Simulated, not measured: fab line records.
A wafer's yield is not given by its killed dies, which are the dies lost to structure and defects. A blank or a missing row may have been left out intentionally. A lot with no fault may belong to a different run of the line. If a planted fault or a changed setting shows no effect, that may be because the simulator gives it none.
Comparing a struck lot with a sound one :: flow sfq-line :: 32 steps out of a route of 325
Sound: the wafers L123.1, L123.3, L123.4. Struck: wafer L137.5 (L137.4, L137.6, from the same lot, were not struck and are left out); the cause is given at the end.
At each step with rows: each side's tool, then ch and its chambers, then its first start. Under that, the readings that differ: sound wafers :: struck wafers :: difference of the means :: sigmas: that difference in standard deviations of wafers without a fault.
alike: words and numbers the same on both sides, and readings whose means are apart by under 2 such deviations; not compared: readings that were withheld, readings missing a value for some wafer, numbers with overlapping values and no deviation given by the record, and bounds like >300 which may hide the same value.
Wherever a step has rows on one side only, a row that says differs or no value, or a row with sigmas, the two part there. When numbers do not overlap yet have no deviation, they are printed without sigmas and do not part them. A reading that every wafer of one side lacks parts them only if that side has two wafers or more.

SFQ_INCOMING_BOW_MEAS_900:
  struck on film-metro-04, day 6 00:04; sound on film-metro-02, day 3 02:00
  alike: INCOMING_BOW
then, 1 step without rows for these wafers: SFQ_TRILAYER_INCOMING_OXIDATION_002 (target thk 500 nm, ox time 4939 s).
SFQ_TRILAYER_L0_DEP_SPUTTER_003: material MoNx KI, target thk 40 nm, time 100 s.
  struck on pvd-sputter-05, day 6 02:29; sound on pvd-sputter-06, day 3 04:29
reading: model.MoNx_KI_of_TRILAYER_L0_DEP_SPUTTER_003.thk-nm (nm)
sound: 40.06 40.12 40.34
struck: 44.03
difference: +3.86
sigmas: 
  alike: cathode-dc-power-W, throttle-valve-pct
SFQ_L0_RS_MEAS_901: the measuring method here is four-point-probe.
  struck on film-metro-03, day 6 02:37; sound on film-metro-02, day 3 04:34
reading: L0_MONX_KI_RS (ohm/sq)
sound: 43.4 43.3 43.1
struck: 39.5
difference: -3.8
sigmas: -9
SFQ_L0_THK_MEAS_902: measures by xrf.
  struck on film-metro-03, day 6 02:43; sound on film-metro-02, day 3 04:41
reading: L0_MONX_KI_THK (nm)
sound: 40.2 40.0 40.3
struck: 44.5
difference: +4.3
sigmas: +9
then, 6 steps without rows for these wafers: SFQ_TRILAYER_L0_LITHO_COAT_010 (resist thk 62 nm); SFQ_TRILAYER_L0_LITHO_COAT_005 (resist thk 600 nm); SFQ_TRILAYER_L0_LITHO_SOFTBAKE_009; SFQ_TRILAYER_L0_LITHO_EXPOSE_006 (exposes mask L0, target cd 2000 nm); SFQ_TRILAYER_L0_LITHO_PEB_008 (peb time 60 s); SFQ_TRILAYER_L0_LITHO_DEVELOP_007 (time 60 s).
-- the record jumps here: 4 days lie between the struck wafers' starts before and after --
SFQ_TRILAYER_L0_BARC_OPEN_METAL_ETCH_010: etches BARC in O2, target depth 125 nm, time 41.7 s.
  sound on rie-metal-02 ch 0,1, day 6 06:59; struck on rie-metal-02 ch 1, day 10 06:16
  alike: bias-w, drypump-motor-current-A, oes-product-au
  not compared: rf-hours-counter-h
SFQ_TRILAYER_L0_ETCH_METAL_ETCH_008: etches MoNx KI in SF6/O2, stops on SiO2, target depth 50 nm, time 25 s.
  sound on rie-metal-02 ch 0,1, day 6 07:02; struck on rie-metal-02 ch 1, day 10 06:20
reading: oes-product-au (a.u.)
sound: 0.869 0.866 0.871
struck: 0.926
difference: +0.057
sigmas: +9
  alike: bias-w, drypump-motor-current-A
  not compared: rf-hours-counter-h
then, 2 steps without rows for these wafers: SFQ_TRILAYER_L0_STRIP_STRIP_009 (strips in O2); SFQ_TRILAYER_L0_STRIP_SOLV_CLEAN_010 (cleans in NMP, time 600 s).
SFQ_TRILAYER_L0_CAP_PECVD_011: deposits SiO2 from SiH4/N2O, time 13.333 s, target thk 60 nm.
  sound on pecvd-03 ch 0,1, day 6 07:52; struck on pecvd-02 ch 0, day 10 07:10
  alike: heater-power-w, throttle-valve-pct
then, 6 steps without rows for these wafers: SFQ_TRILAYER_L0_VIA_LITHO_COAT_018 (resist thk 62 nm); SFQ_TRILAYER_L0_VIA_LITHO_COAT_013 (resist thk 650 nm); SFQ_TRILAYER_L0_VIA_LITHO_SOFTBAKE_017; SFQ_TRILAYER_L0_VIA_LITHO_EXPOSE_014 (exposes mask L0V, target cd 700 nm); SFQ_TRILAYER_L0_VIA_LITHO_PEB_016 (peb time 60 s); SFQ_TRILAYER_L0_VIA_LITHO_DEVELOP_015 (time 60 s).
-- the record jumps here: 5 days lie between the struck wafers' starts before and after --
SFQ_L0V_OVL_MEAS_903:
  struck on overlay-02, day 14 23:12; sound on overlay-02, day 10 13:28
  alike: L0V_OVL
SFQ_TRILAYER_L0_VIA_BARC_OPEN_VIA_ETCH_021: etches BARC in O2, target depth 125 nm, time 41.7 s.
  sound on rie-diel-02 ch 0,2,3, day 10 13:29; struck on rie-diel-01 ch 3, day 14 23:13
  alike: bias-w, drypump-motor-current-A, oes-product-au
  not compared: rf-hours-counter-h
then, 1 step without rows for these wafers: SFQ_TRILAYER_L0_VIA_ETCH_VIA_ETCH_016 (etches SiO2 in CHF3, stops on MoNx KI, target depth 80 nm).
SFQ_TRILAYER_L0_VIA_STRIP_STRIP_017: strips in O2.
  sound on rie-metal-01 ch 0,1, day 10 13:35; struck on rie-metal-04 ch 1, day 14 23:34
reading: oes-product-au (a.u.)
sound: 1.020 1.033 1.016
struck: 1.003
difference: -0.020
sigmas: -2
  alike: drypump-motor-current-A
  not compared: rf-hours-counter-h
then, 2 steps without rows for these wafers: SFQ_TRILAYER_L0_VIA_STRIP_SOLV_CLEAN_018 (cleans in NMP, time 600 s); SFQ_TRILAYER_M0_DEP_PRE_CLEAN_020 (time 15 s).
SFQ_TRILAYER_M0_DEP_SPUTTER_019: material Nb, target thk 200 nm, time 133.3 s.
  struck on pvd-sputter-04, day 15 00:18; sound on pvd-sputter-06, day 10 14:23
reading: cathode-dc-power-W (W)
sound: 1999.7 2000.3 1999.6
struck: 2000.7
difference: +0.8
sigmas: +2
  alike: throttle-valve-pct
SFQ_M0_RS_MEAS_904: the measuring method here is four-point-probe.
  struck on film-metro-03, day 15 00:27; sound on film-metro-03, day 10 14:28
  alike: M0_NB_RS
then, 1 step without rows for these wafers: SFQ_TRILAYER_M0_LITHO_COAT_026 (resist thk 62 nm).
-- the record jumps here: 80 days lie between the struck wafers' starts before and after --
SFQ_M8_BOW_MEAS_951:
  struck on film-metro-04, day 95 10:06; sound on film-metro-04, day 83 02:53
reading: model.etest.l0v.link-ohm
sound: 44.35 44.28 44.06
struck: 40.43
difference: -3.80
sigmas: 

reading: model.etest.l0.ohm-sq
sound: 43.43 43.36 43.12
struck: 39.51
difference: -3.79
sigmas: 

reading: model.etest.l0.ohm-um
sound: 21.69 21.66 21.53
struck: 19.75
difference: -1.88
sigmas: 
  alike: M8_BOW

== WHERE THEY PART ==
First at SFQ_L0_RS_MEAS_901; last, within this record, at SFQ_TRILAYER_M0_DEP_SPUTTER_019. Later steps at which nothing parts them and some readings are alike: SFQ_M0_RS_MEAS_904, SFQ_M8_BOW_MEAS_951.

WHY: whatever the simulator had introduced
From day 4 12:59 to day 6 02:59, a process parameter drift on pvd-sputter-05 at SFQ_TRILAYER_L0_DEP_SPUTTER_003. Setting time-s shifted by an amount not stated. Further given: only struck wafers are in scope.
